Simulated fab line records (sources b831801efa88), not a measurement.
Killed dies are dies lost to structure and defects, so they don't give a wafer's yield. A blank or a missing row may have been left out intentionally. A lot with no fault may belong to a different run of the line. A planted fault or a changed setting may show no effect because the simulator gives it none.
fab line records | flow sky130
record: lots: 6 wafers: 17 last-day: 51
route steps=708 shown VIA4@648 METAL5@661 PAD_OPEN@708
lots that met no fault: taken from a fault-free run of the same line
start-h: hours from the record's first day to the start of the lot's first wafer shown | wait-h: hours since the lot's step before | " unchanged from the row above | L1.1+2: a single row standing in for several wafers | - either no value or no given start | * or withheld: withheld | < > ~ a bound
route shown NAME@n: a module of which the file shows steps, and the number in the route of the first | usual: mean/standard deviation of fault-free wafers | same: alike in all rows | chamber/n: place in a boat | sites: per-site readings | _std_site: the values' standard deviation | _edge_site: outer sites' mean less inner sites' | radius-mm: how far each site lies from the wafer's centre | mask NAME#n: copy n | behind: the last tool/chamber to shape the wafer | hold: reason for holding the lot/hours on hold/outcome of the hold | device: names the non-switching transistor (n, p or np) | end of line: tests of these same wafers at the route's end | a step with no rows: only its recipe | killed: the dies lost at the first sort to structure and to defects; this is not the yield of the wafer | map: dies across one wafer; x = killed, . = not, _ = none there
set.NAME: the setting the step ran with; set.NAME@STEP: the setting that earlier step ran with | model.NAME: the simulator's own value behind a step, which no gauge read
certain route steps with their lots: each step a table, each wafer a row
services: from which hour (start-h, from the record's first day; less than 0 if before it) a tool's chamber was out of use, for how many hours, and why
== steps ==
step: SKY_VIA4_PEB_09
recipe: temp-c: withheld time-s: * resist: NOVOLAK
step: SKY_VIA4_DEVELOP_10
recipe: resist: NOVOLAK developer: TMAH develop-time-s: 60 dev-temp-c: 23
step: SKY_VIA4_OVL_MEAS_11
usual: VIA4_OVL: 0.7/1.4
columns lot.wafer tool chamber start-h wait-h VIA4_OVL[nm]
L487.2 overlay-02 - 1057.09 0.1 0.3
L487.3 " - " " 2.5
L487.5 " - " " 1.6
L488.2 overlay-01 - 1064.32 0.1 -1.6
L488.3 " - " " -0.9
L488.4 " - " " -1.2
L490.1 overlay-01 - 1076.65 0.1 -1.0
L490.5 " - " " -0.1
L490.6 " - " " -1.8
L492.1 overlay-02 - 1098.47 0.1 -1.6
L492.2 " - " " 0.4
L492.5 " - " " 1.9
L493.1 overlay-02 - 1102.73 0.1 1.0
L493.2 " - " " 1.5
L507.1 overlay-01 - 1169.55 0.1 2.2
L507.4 " - " " -1.4
L507.6 " - " " -0.3
step: SKY_VIA4_ETCH_12
recipe: target: SiO2 chemistry: C4F8/O2/Ar stop-on: TiN mask-material: NOVOLAK source-w: 1500 bias-w: 1200 pressure-mtorr: 40 c4f8-flow-sccm: withheld O2_flow_sccm: 6 Ar_flow_sccm: 300 time-s: withheld target-depth-a: 5800
usual: chamber-pressure-mTorr: 40.00/0.037 oes-product-au: 0.926/0.0049
columns lot.wafer tool chamber start-h wait-h chamber-pressure-mTorr oes-product-au
L487.2 rie-diel-04 2 1057.12 0.0 39.98 0.923
L487.3 " 3 " " 39.98 0.930
L487.5 " 2 " " 39.93 0.920
L488.2 rie-diel-01 0 1064.35 0.0 39.99 0.924
L488.3 " 1 " " 40.00 0.928
L488.4 " 2 " " 39.97 0.930
L490.1 rie-diel-01 0 1076.69 0.0 39.97 0.929
L490.5 " 0 " " 40.06 0.929
L490.6 " 1 " " 40.00 0.924
L492.1 rie-diel-01 3 1098.50 0.0 39.98 0.937
L492.2 " 0 " " 40.02 0.926
L492.5 " 2 " " 40.00 0.919
L493.1 rie-diel-03 3 1102.77 0.0 40.00 0.924
L493.2 " 1 " " 39.98 0.919
L507.1 rie-diel-03 2 1169.59 0.0 40.07 0.930
L507.4 " 3 " " 40.04 0.927
L507.6 " 2 " " 39.99 0.918
step: SKY_VIA4_STRIP_13
recipe: chemistry: O2/N2 power-w: 1400 pressure-mtorr: 1500 platen-temp-c: withheld o2-flow-sccm: 3000 n2-flow-sccm: 300 overash-fraction: 0.5
usual: chamber-pressure-mTorr: 1499.8/1.4 drypump-motor-current-A: 5.7/0.55 oes-product-au: 0.710/0.0046 strip-time-to-endpoint-s: 12.81/0.036
same: overash-fraction: 0.5
columns lot.wafer tool chamber start-h wait-h chamber-pressure-mTorr drypump-motor-current-A oes-product-au rf-hours-counter-h strip-time-to-endpoint-s
L487.2 plasma-asher-03 0 1057.19 - 1503.8 5.6 0.704 93 12.81
L487.3 " 1 " " 1500.6 6.3 0.717 - 12.78
L487.5 " 0 " " 1500.5 5.6 0.713 - 12.82
L488.2 plasma-asher-01 1 1064.42 - 1499.1 6.2 0.706 66 12.72
L488.3 " 0 " " 1500.5 5.4 0.712 - 12.80
L488.4 " 1 " " 1498.3 6.2 0.709 - 12.75
L490.1 plasma-asher-02 0 1076.76 - 1500.8 6.2 0.711 23 12.78
L490.5 " 1 " " 1499.8 4.8 0.713 - 12.84
L490.6 " 0 " " 1500.0 6.2 0.712 - 12.83
L492.1 plasma-asher-01 0 1098.57 - 1500.1 5.4 0.710 70 12.87
L492.2 " 1 " " 1499.4 6.2 0.708 70 12.84
L492.5 " 1 " " 1499.5 6.2 0.709 - 12.79
L493.1 plasma-asher-03 1 1102.84 - 1500.5 6.2 0.706 97 12.88
L493.2 " 0 " " 1499.8 5.6 0.704 97 12.83
L507.1 plasma-asher-01 1 1169.66 - 1498.7 6.2 0.716 77 12.80
L507.4 " 1 " " 1497.9 6.2 0.718 - 12.83
L507.6 " 0 " " 1499.4 5.4 0.717 - 12.81
step: SKY_VIA4_STRIP_14
recipe: chemistry: post-etch-residue-remover time-s: 1200 temp-c: 72.5
step: SKY_VIA4_CLEAN_15
recipe: chemistry: IPA time-s: 180 temp-c: 25
step: SKY_VIA4_CLEAN_16
recipe: chemistry: O3/DIW dry: n2-spin
step: SKY_VIA4_SPUTTER_17
recipe: material: TiN target-thk-nm: 20 chamber-pressure-pa: 5 power-w: 4000 time-s: 80
usual: throttle-valve-pct: 30.2/0.89
columns lot.wafer tool chamber start-h wait-h throttle-valve-pct
L487.2 pvd-sputter-02 - 1057.85 0.0 29.9
L487.3 " - " " 29.6
L487.5 " - " " 28.8
L488.2 pvd-sputter-01 - 1065.05 0.0 31.5
L488.3 " - " " 31.2
L488.4 " - " " 31.3
L490.1 pvd-sputter-04 - 1077.35 0.0 29.9
L490.5 " - " " 30.1
L490.6 " - " " 30.6
L492.1 pvd-sputter-01 - 1099.17 0.0 31.2
L492.2 " - " " 31.0
L492.5 " - " " 31.2
L493.1 pvd-sputter-02 - 1103.43 0.0 29.4
L493.2 " - " " 29.9
L507.1 pvd-sputter-02 - 1170.29 0.0 29.7
L507.4 " - " " 29.4
L507.6 " - " " 30.5
step: SKY_VIA4_CVD_18
recipe: material: W target-thk-nm: 505 time-s: 152.14 temp-c: 400 pressure-torr: 40
usual: heater-power-w: 885/94
columns lot.wafer tool chamber start-h wait-h heater-power-w
L487.2 cvd-w-01 0 1057.91 0.0 1008
L487.3 " 1 " " 909
L487.5 " 0 " " 1000
L488.2 cvd-w-02 1 1065.11 0.0 906
L488.3 " 1 " " 920
L488.4 " 0 " " 742
L490.1 cvd-w-02 0 1077.41 0.0 750
L490.5 " 1 " " 889
L490.6 " 0 " " 740
L492.1 cvd-w-02 0 1099.23 0.0 741
L492.2 " 1 " " 907
L492.5 " 0 " " 744
L493.1 cvd-w-01 0 1103.49 0.0 1006
L493.2 " 1 " " 900
L507.1 cvd-w-02 1 1170.35 0.0 891
L507.4 " 1 " " 926
L507.6 " 1 " " 914
step: SKY_VIA4_RS_MEAS_19
recipe: thk-meas-gauge: four-point-probe reads: W_of_VIA4_CVD_18+TiN_of_VIA4_SPUTTER_17
usual: VIA4_W_RS: 0.2266/0.0024
columns lot.wafer tool chamber start-h wait-h VIA4_W_RS[ohm/sq]
L487.2 film-metro-04 - 1058.08 0.1 0.2293
L487.3 " - " " 0.2259
L487.5 " - " " 0.2280
L488.2 film-metro-01 - 1065.28 0.1 0.2270
L488.3 " - " " 0.2293
L488.4 " - " " 0.2291
L490.1 film-metro-01 - 1077.57 0.1 0.2271
L490.5 " - " " 0.2293
L490.6 " - " " 0.2305
L492.1 film-metro-04 - 1099.38 0.1 0.2246
L492.2 " - " " 0.2292
L492.5 " - " " 0.2258
L493.1 film-metro-02 - 1103.65 0.1 0.2265
L493.2 " - " " 0.2244
L507.1 film-metro-02 - 1170.51 0.1 0.2287
L507.4 " - " " 0.2277
L507.6 " - " " 0.2292
step: SKY_VIA4_THK_MEAS_20
recipe: thk-meas-gauge: xrf reads: W_of_VIA4_CVD_18
usual: VIA4_W_THK: 515/6.1
columns lot.wafer tool chamber start-h wait-h VIA4_W_THK[nm]
L487.2 film-metro-04 - 1058.19 0.1 507
L487.3 " - " " 514
L487.5 " - " " 512
L488.2 film-metro-01 - 1065.39 0.1 512
L488.3 " - " " 508
L488.4 " - " " 508
L490.1 film-metro-01 - 1077.69 0.1 510
L490.5 " - " " 509
L490.6 " - " " 506
L492.1 film-metro-04 - 1099.50 0.1 522
L492.2 " - " " 513
L492.5 " - " " 520
L493.1 film-metro-02 - 1103.77 0.1 516
L493.2 " - " " 521
L507.1 film-metro-02 - 1170.63 0.1 511
L507.4 " - " " 516
L507.6 " - " " 510
step: SKY_VIA4_CMP_21
recipe: stop-on: SiO2 t-overpolish-s: 25 down-force-psi: 3.5 platen-rpm: 60 target-thk-nm: 0 pad-velocity-m-s: 0.94248
usual: edge-zone-pressure-frac: 1.000/0.0046 motor-current-A: 11.1/1.1 overpolish-run-s: 25.000/0.0094 time-to-endpoint-s: 123/5
columns lot.wafer tool chamber start-h wait-h edge-zone-pressure-frac motor-current-A overpolish-run-s time-to-endpoint-s
L487.2 cmp-02 2 1058.24 0.0 0.999 11.4 25.005 118
L487.3 " 3 " " 1.006 12.8 24.997 126
L487.5 " 2 " " 1.003 11.6 25.000 123
L488.4 cmp-01 0 1065.44 0.0 0.995 10.9 24.999 115
L488.2 " 1 " " 1.002 10.8 25.001 122
L488.3 " 3 " " 0.994 10.1 25.003 126
L490.1 cmp-01 0 1077.85 0.1 1.001 10.3 24.978 120
L490.5 " 2 " " 1.001 11.1 0.036 189
L490.6 " 3 " " 0.990 9.7 25.014 124
L492.2 cmp-02 1 1099.66 0.1 1.007 13.1 25.000 124
L492.1 " 2 " " 0.999 10.8 25.013 121
L492.5 " 0 " " 0.997 10.1 24.990 122
L493.1 cmp-01 1 1103.88 0.1 0.996 11.4 24.997 126
L493.2 " 3 " " 0.993 9.9 0.045 192
L507.1 cmp-01 3 1170.74 0.1 1.001 9.9 24.979 126
L507.4 " 1 " " 1.006 11.0 25.007 123
L507.6 " 2 " " 1.001 9.9 24.999 121
step: SKY_METAL5_SPUTTER_00
recipe: material: Ti target-thk-nm: 15 power-w: 3000 time-s: 10 chamber-pressure-pa: 0.4
usual: throttle-valve-pct: 29.4/0.84
columns lot.wafer tool chamber start-h wait-h throttle-valve-pct
L487.2 pvd-sputter-02 - 1058.54 0.2 30.7
L487.3 " - " " 29.5
L487.5 " - " " 30.5
L488.2 pvd-sputter-03 - 1065.74 0.2 30.1
L488.3 " - " " 29.7
L488.4 " - " " 29.9
L490.1 pvd-sputter-02 - 1078.05 0.1 28.7
L490.6 " - " " 29.5
L492.1 pvd-sputter-03 - 1099.86 0.1 28.1
L492.2 " - " " 28.0
L492.5 " - " " 28.5
L493.1 pvd-sputter-03 - 1104.13 0.2 29.8
L507.1 pvd-sputter-04 - 1170.99 0.2 30.7
L507.4 " - " " 29.7
L507.6 " - " " 28.8
step: SKY_PAD_OPEN_PROBE_99
usual: defect-limited-yield: 82.6/1.7 killed_at_M0_to_M3: 43/7 killed_at_M4_up: 3.1/1.5 killed-at-contacts: 23/4.9 killed-at-front-end: 16/3.9 killed-at-other: 0.3/0.52 killed-dies: 86/8.2 killed-on-rim: 16/3.7 killed-open: 47/6.1 killed-short: 38/5.8 sort_bin_3_pad_short: 0.8/0.41 sort_bin_5_function: 10.2/1.3 sort_bin_6_memory: 6.4/1.1 sort-n-pass: 406/8.2 sort-yield-pct: 82.6/1.7
same: gross-dies: 492 killed-at-back-side: 0 sort_bin_4_leakage[%]: 0 sort_bin_8_speed[%]: 0
columns lot.wafer tool chamber start-h wait-h hold defect-limited-yield[%] killed_at_M0_to_M3 killed_at_M4_up killed-at-contacts killed-at-front-end killed-at-other killed-dies killed-on-rim killed-open killed-short sort_bin_3_pad_short[%] sort_bin_5_function[%] sort_bin_6_memory[%] sort-n-pass sort-yield-pct[%]
L488.2 prober-02 - 1133.37 0.1 - 82.9 50 4 16 14 0 84 20 39 45 1.0 9.8 6.3 408 82.9
L488.3 prober-02 - 1133.42 0.2 - 82.5 40 2 33 11 0 86 20 42 41 0.8 10.4 6.3 406 82.5
L488.4 prober-02 - 1133.47 0.2 - 82.5 42 2 28 14 0 86 16 51 35 0.4 9.8 7.3 406 82.5
L490.1 prober-02 - 1144.42 0.1 await-dispo/4.6h/release 82.9 35 2 19 28 0 84 15 40 44 0.6 9.3 7.1 408 82.9
L490.5 prober-02 - 1144.62 0.2 await-dispo/4.6h/release 0 43 407 17 24 1 492 96 58 29 82.9 12.0 5.1 0 0
L490.6 prober-02 - 1144.67 0.2 await-dispo/4.6h/release 79.5 59 2 20 20 0 101 15 54 47 1.4 11.4 7.7 391 79.5
L492.1 prober-02 - 1164.35 0.1 - 83.1 47 2 12 22 0 83 14 49 34 1.4 10.0 5.5 409 83.1
L492.2 prober-02 - 1164.40 0.1 - 82.9 37 3 28 16 0 84 19 56 28 0.6 9.3 7.1 408 82.9
L492.5 prober-02 - 1164.55 0.2 - 83.5 49 3 12 17 0 81 14 34 47 1.0 8.9 6.5 411 83.5
L493.1 prober-01 - 1166.97 0.1 await-dispo/4.2h/release 80.5 45 3 29 18 1 96 25 45 47 1.4 12.6 5.5 396 80.5
L493.2 prober-01 - 1167.02 0.1 await-dispo/4.2h/release 0 31 413 28 20 0 492 96 48 34 83.5 8.9 7.5 0 0
L507.1 prober-02 - 1225.41 0.1 - 83.1 44 2 23 14 0 83 16 43 40 1.0 9.3 6.5 409 83.1
L507.4 prober-02 - 1225.56 0.2 - 83.7 35 2 28 13 2 80 24 44 36 1.0 9.3 5.9 412 83.7
L507.6 prober-02 - 1225.66 0.2 - 82.3 43 5 29 10 0 87 17 49 38 0 10.8 6.9 405 82.3
killed by level:class
L488.2 METAL1:geometric-particle:short=9 VIA1:geometric-particle:open=9 METAL3:geometric-particle:short=7 VIA2:geometric-particle:open=6 CONTACT:geometric-particle:open=6 VIA1:geometric-particle:short=6 POLY_GATE:geometric-particle:open=4 LI_CONTACT:geometric-particle:open=4
L488.3 CONTACT:geometric-particle:open=10 VIA1:geometric-particle:open=8 LOCAL_INTERCONNECT:geometric-particle:short=7 CONTACT:geometric-particle:short=7 LI_CONTACT:geometric-particle:open=6 METAL1:geometric-particle:short=6 FIELD_ISO:geometric-particle:open=5 METAL2:geometric-particle:short=5
L488.4 VIA1:geometric-particle:open=16 LI_CONTACT:geometric-particle:open=9 CONTACT:geometric-particle:open=9 VIA1:geometric-particle:short=6 CONTACT:geometric-particle:short=6 VIA3:geometric-particle:open=5 FIELD_ISO:geometric-particle:short=4 FIELD_ISO:geometric-particle:open=4
L490.1 FIELD_ISO:geometric-particle:short=9 CONTACT:geometric-particle:open=8 VIA1:geometric-particle:open=6 METAL2:geometric-particle:short=6 VIA2:geometric-particle:open=5 VIA3:geometric-particle:open=5 FIELD_ISO:geometric-particle:open=4 LI_CONTACT:geometric-particle:open=4
L490.5 VIA4:area-cmp=405 VIA1:geometric-particle:open=15 CONTACT:geometric-particle:open=10 VIA2:geometric-particle:open=8 LI_CONTACT:geometric-particle:open=7 METAL2:geometric-particle:short=5 FIELD_ISO:geometric-particle:open=4 FIELD_ISO:geometric-particle:short=4
L490.6 VIA1:geometric-particle:open=14 VIA3:geometric-particle:open=10 METAL2:geometric-particle:short=8 CONTACT:geometric-particle:open=8 FIELD_ISO:geometric-particle:short=7 VIA2:geometric-particle:short=7 METAL1:geometric-particle:short=7 VIA2:geometric-particle:open=6
L492.1 VIA1:geometric-particle:open=10 VIA3:geometric-particle:open=9 FIELD_ISO:geometric-particle:open=8 CONTACT:geometric-particle:open=7 FIELD_ISO:geometric-particle:short=6 METAL1:geometric-particle:short=6 VIA1:geometric-particle:short=5 CONTACT:geometric-particle:short=3
L492.2 VIA1:geometric-particle:open=14 CONTACT:geometric-particle:open=12 LI_CONTACT:geometric-particle:open=8 FIELD_ISO:geometric-particle:open=5 POLY_GATE:geometric-particle:open=5 VIA2:geometric-particle:open=5 CONTACT:geometric-particle:short=4 VIA1:geometric-particle:short=4
L492.5 METAL1:geometric-particle:short=11 VIA1:geometric-particle:open=9 VIA3:geometric-particle:open=6 FIELD_ISO:geometric-particle:short=5 METAL2:geometric-particle:short=5 VIA1:geometric-particle:short=5 POLY_GATE:geometric-particle:short=4 POLY_GATE:geometric-particle:open=4
L493.1 CONTACT:geometric-particle:open=9 LI_CONTACT:geometric-particle:short=8 LI_CONTACT:geometric-particle:open=7 VIA1:geometric-particle:short=7 VIA1:geometric-particle:open=7 VIA2:geometric-particle:open=6 POLY_GATE:geometric-particle:open=5 METAL1:geometric-particle:short=5
L493.2 VIA4:area-cmp=408 CONTACT:geometric-particle:open=11 LI_CONTACT:geometric-particle:open=7 VIA1:geometric-particle:open=7 FIELD_ISO:geometric-particle:open=6 CONTACT:geometric-particle:short=6 METAL3:geometric-particle:short=5 METAL4:geometric-particle:short=5
L507.1 VIA1:geometric-particle:open=15 LI_CONTACT:geometric-particle:open=7 LOCAL_INTERCONNECT:geometric-particle:short=5 CONTACT:geometric-particle:open=5 VIA1:geometric-particle:short=5 VIA2:geometric-particle:open=5 METAL2:geometric-particle:short=5 LI_CONTACT:geometric-particle:short=4
L507.4 CONTACT:geometric-particle:open=11 LI_CONTACT:geometric-particle:open=9 METAL1:geometric-particle:short=6 VIA1:geometric-particle:short=6 VIA1:geometric-particle:open=5 VIA2:geometric-particle:open=5 VIA3:geometric-particle:open=5 FIELD_ISO:geometric-particle:short=3
L507.6 CONTACT:geometric-particle:open=11 VIA1:geometric-particle:open=9 VIA2:geometric-particle:open=7 VIA1:geometric-particle:short=6 LI_CONTACT:geometric-particle:open=6 CONTACT:geometric-particle:short=6 VIA3:geometric-particle:open=5 METAL2:geometric-particle:short=5
map L490.5 (x killed, . not)
__________xxxxxxxxxx_________
________xxxxxxxxxxxxxx_______
______xxxxxxxxxxxxxxxxxx_____
_____xxxxxxxxxxxxxxxxxxxx____
____xxxxxxxxxxxxxxxxxxxxxx___
___xxxxxxxxxxxxxxxxxxxxxxxx__
__xxxxxxxxxxxxxxxxxxxxxxxxxx_
_xxxxxxxxxxxxxxxxxxxxxxxxxxxx
_xxxxxxxxxxxxxxxxxxxxxxxxxxxx
_xxxxxxxxxxxxxxxxxxxxxxxxxxxx
_xxxxxxxxxxxxxxxxxxxxxxxxxxxx
_xxxxxxxxxxxxxxxxxxxxxxxxxxxx
_xxxxxxxxxxxxxxxxxxxxxxxxxxxx
_xxxxxxxxxxxxxxxxxxxxxxxxxxxx
_xxxxxxxxxxxxxxxxxxxxxxxxxxxx
__xxxxxxxxxxxxxxxxxxxxxxxxxx_
___xxxxxxxxxxxxxxxxxxxxxxxx__
____xxxxxxxxxxxxxxxxxxxxxx___
_____xxxxxxxxxxxxxxxxxxxx____
______xxxxxxxxxxxxxxxxxx_____
________xxxxxxxxxxxxxx_______
__________xxxxxxxxxx_________
map L493.2 (x killed, . not)
__________xxxxxxxxxx_________
________xxxxxxxxxxxxxx_______
______xxxxxxxxxxxxxxxxxx_____
_____xxxxxxxxxxxxxxxxxxxx____
____xxxxxxxxxxxxxxxxxxxxxx___
___xxxxxxxxxxxxxxxxxxxxxxxx__
__xxxxxxxxxxxxxxxxxxxxxxxxxx_
_xxxxxxxxxxxxxxxxxxxxxxxxxxxx
_xxxxxxxxxxxxxxxxxxxxxxxxxxxx
_xxxxxxxxxxxxxxxxxxxxxxxxxxxx
_xxxxxxxxxxxxxxxxxxxxxxxxxxxx
_xxxxxxxxxxxxxxxxxxxxxxxxxxxx
_xxxxxxxxxxxxxxxxxxxxxxxxxxxx
_xxxxxxxxxxxxxxxxxxxxxxxxxxxx
_xxxxxxxxxxxxxxxxxxxxxxxxxxxx
__xxxxxxxxxxxxxxxxxxxxxxxxxx_
___xxxxxxxxxxxxxxxxxxxxxxxx__
____xxxxxxxxxxxxxxxxxxxxxx___
_____xxxxxxxxxxxxxxxxxxxx____
______xxxxxxxxxxxxxxxxxx_____
________xxxxxxxxxxxxxx_______
__________xxxxxxxxxx_________
== services ==
columns tool chamber start-h hours kind
pvd-sputter-01 - 1037.97 3.9 repair
plasma-asher-02 - 1040.53 3.1 repair
rie-diel-03 0 1044.90 5.0 repair
rie-diel-03 - 1052.01 2.8 pm
rie-diel-01 - 1055.57 2.8 pm
rie-diel-01 3 1061.10 19.4 repair
cmp-02 - 1086.85 4.0 pm
cvd-w-02 0 1089.60 3.8 repair
cmp-02 - 1090.85 - consumable-replace:conditioner
cmp-02 - 1090.85 - consumable-replace:pad
cmp-01 - 1105.78 2.1 repair
rie-diel-04 1 1106.86 2.0 repair
rie-diel-04 3 1111.77 3.2 repair
cvd-w-02 1 1121.80 8.5 repair
cmp-01 - 1124.93 1.4 repair
pvd-sputter-03 - 1127.92 2.9 repair
rie-diel-03 1 1132.75 15.0 repair
cvd-w-01 0 1134.59 4.0 repair
rie-diel-03 3 1135.90 3.9 repair
cmp-01 - 1139.07 5.1 pm
cvd-w-02 - 1141.79 2.8 pm
rie-diel-01 3 1148.06 2.3 repair
rie-diel-03 0 1152.94 44.9 repair
rie-diel-01 - 1161.82 14.6 pm
== key ==
first-sign: step: SKY_VIA4_CMP_21 reading: overpolish-run-s direction: down sigmas: 99+ usual: 25.000 struck: 0.040
effect: step: SKY_VIA4_CMP_21 reading: time-to-endpoint-s direction: up sigmas: 14 usual: * struck: *
effect: step: SKY_PAD_OPEN_PROBE_99 reading: killed_at_M4_up direction: up sigmas: 99+ usual: 3.1 struck: 410
more-kills-born-at: SKY_VIA4_CMP_21@cmp-01: 813
met-at SKY_VIA4_CMP_21
struck-wafers L490.5,L493.2
later-rows-left-out L490.5,L493.2
onset-between 1065.44 1077.85
fault: kind: process-parameter-drift tool: cmp-01 chamber: - onset-h: 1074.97 steps: SKY_VIA4_CMP_21 channel: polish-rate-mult offset: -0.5 shape: step end-h: 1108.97 scope: struck-wafers-only
later-rows-left-out: the simulator's readings of these wafers behind a module that went badly wrong aren't trusted and aren't shown, but for the sort
